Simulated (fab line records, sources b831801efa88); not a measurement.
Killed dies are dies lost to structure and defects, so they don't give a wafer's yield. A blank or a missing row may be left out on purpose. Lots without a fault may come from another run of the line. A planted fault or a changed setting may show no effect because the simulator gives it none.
A struck lot beside a sound one | flow sky130 | 34 steps out of a route of 708
Sound: wafers L677.1, L677.2, L677.6. Struck: wafer L660.3. (L660.2, L660.4 of the same lot were not struck and are left out.) The cause comes at the end.
At each step with rows: each side's tool, then ch and its chambers, then its first start. Under that, the readings that differ: sound wafers | struck wafers | difference of the means | sigmas: that difference in standard deviations of wafers without a fault.
alike: readings whose means differ by less than 2 such deviations, and words and numbers that are the same on both sides. not compared: withheld readings, readings that some wafer has no value for, bounds like >300 that may hide the same value, and numbers for which the record gives no deviation and whose values overlap.
The two part at a step that has a row with sigmas, a row that says differs or no value, or rows on one side only. Numbers that don't overlap but have no deviation are shown without sigmas and don't part them. A reading that every wafer of one side lacks parts them only if that side has two wafers or more.

first, 9 steps without rows for these wafers: SKY_VIA3_DEHYDRATE_04 (time 60 s); SKY_VIA3_HMDS_05 (prime time 60 s); SKY_VIA3_COAT_06 (resist thk 60 nm); SKY_VIA3_COAT_07 (resist thk 450 nm); SKY_VIA3_SOFTBAKE_08 (time 90 s); SKY_VIA3_EXPOSE_09 (exposes mask VIM3, target cd 200 nm); SKY_VIA3_PEB_10; SKY_VIA3_DEVELOP_11 (develop time 60 s); SKY_VIA3_ETCH_14 (etches BARC in N2/H2, stops on SiO2, time 45.9 s, target depth 60 nm).
SKY_VIA3_ETCH_15: etches SiO2 in C4F8/O2/Ar, stops on TiN, target depth 507 nm, time 78 s.
  sound on rie_diel-03 ch 0,1,2, day 45 19:14; struck on rie_diel-03 ch 3, day 40 18:44
  alike: oes_product_au
  not compared: rf_hours_counter_h
then, 23 steps without rows for these wafers: SKY_VIA3_STRIP_16 (strips in O2/N2); SKY_VIA3_STRIP_17 (strips in post etch residue remover, time 1200 s); SKY_VIA3_CLEAN_18 (cleans in IPA, time 180 s); SKY_VIA3_CLEAN_19 (cleans in O3/DIW); SKY_VIA3_SPUTTER_20 (material TiN, target thk 20 nm, time 80 s); SKY_VIA3_CVD_21 (deposits W, target thk 390 nm, time 117.31 s); SKY_VIA3_CMP_24 (polishes, stops on SiO2, t overpolish 20 s, target thk 0 nm); SKY_METAL4_SPUTTER_00 (material Ti, target thk 15 nm, time 10 s); SKY_METAL4_SPUTTER_01 (material TiN, target thk 20 nm, time 16.7 s); SKY_METAL4_SPUTTER_02 (material AlCu, target thk 735 nm, time 39.1 s); SKY_METAL4_SPUTTER_03 (material Ti, target thk 5 nm, time 3.3 s); SKY_METAL4_SPUTTER_04 (material TiN, target thk 70 nm, time 58.3 s); SKY_CAP2M_CVD_00 (deposits SiO2, target thk 15.5 nm); SKY_CAP2M_SPUTTER_02 (material TiN, target thk 200 nm, time 166.7 s); SKY_CAP2M_DEHYDRATE_05 (time 60 s); SKY_CAP2M_HMDS_06 (prime time 60 s); SKY_CAP2M_COAT_07 (resist thk 1140 nm); SKY_CAP2M_SOFTBAKE_08 (time 60 s); SKY_CAP2M_EXPOSE_09 (exposes mask CAP2M, target cd 1000 nm); SKY_CAP2M_PEB_10; SKY_CAP2M_DEVELOP_11 (develop time 60 s); SKY_CAP2M_METAL_ETCH_13 (etches TiN in Cl2/BCl3, stops on SiO2, target depth 220 nm, time 62.9 s); SKY_CAP2M_STRIP_14 (strips in O2/N2).
-- the record jumps here: 6 days lie between the struck wafers' starts before and after (it left off in module CAP2M and takes up again in module PAD_OPEN, whose first step shown is number 708 of the route) --
SKY_PAD_OPEN_PROBE_99:
  sound on prober-02, day 50 19:44; struck on prober-01, day 46 19:24
  reading                               | sound             | struck | difference | sigmas
  defect_limited_yield (%)              | 84.3 83.1 85.0    | 72.6   | -11.5      | -6
  killed_at_M0_to_M3                    | 43 49 40          | 100    | +56        | +8
  killed_at_M4_up                       | 5 6 4             | 0      | -5         | -3
  killed_dies                           | 77 83 74          | 135    | +57        | +6
  killed_short                          | 33 48 39          | 27     | -13        | -2
  sort_bin_3_pad_short (%)              | 1.4 1.0 0.8       | 4.7    | +3.6       | +8
  sort_bin_5_function (%)               | 8.7 9.3 10.0      | 16.1   | +6.8       | +5
  sort_n_pass                           | 415 409 418       | 357    | -57        | -6
  sort_yield_pct (%)                    | 84.3 83.1 85.0    | 72.6   | -11.5      | -6
  model.etest.tester.sort_n_pass        | 415 409 418       | 357    | -57        |
  model.etest.tester.sort_yield_pct (%) | 84.35 83.13 84.96 | 72.56  | -11.59     |
  model.etest.tester.sort_bin_5_pct (%) | 8.74 9.35 9.959   | 16.06  | +6.71      |
  model.etest.tester.sort_bin_3_pct (%) | 1.423 1.016 0.813 | 4.675  | +3.591     |
  alike: killed_at_contacts, killed_at_front_end, killed_at_other, killed_open, sort_bin_6_memory

WHERE THEY PART
Only at SKY_PAD_OPEN_PROBE_99, within this record.

WHY: what the simulator had put in
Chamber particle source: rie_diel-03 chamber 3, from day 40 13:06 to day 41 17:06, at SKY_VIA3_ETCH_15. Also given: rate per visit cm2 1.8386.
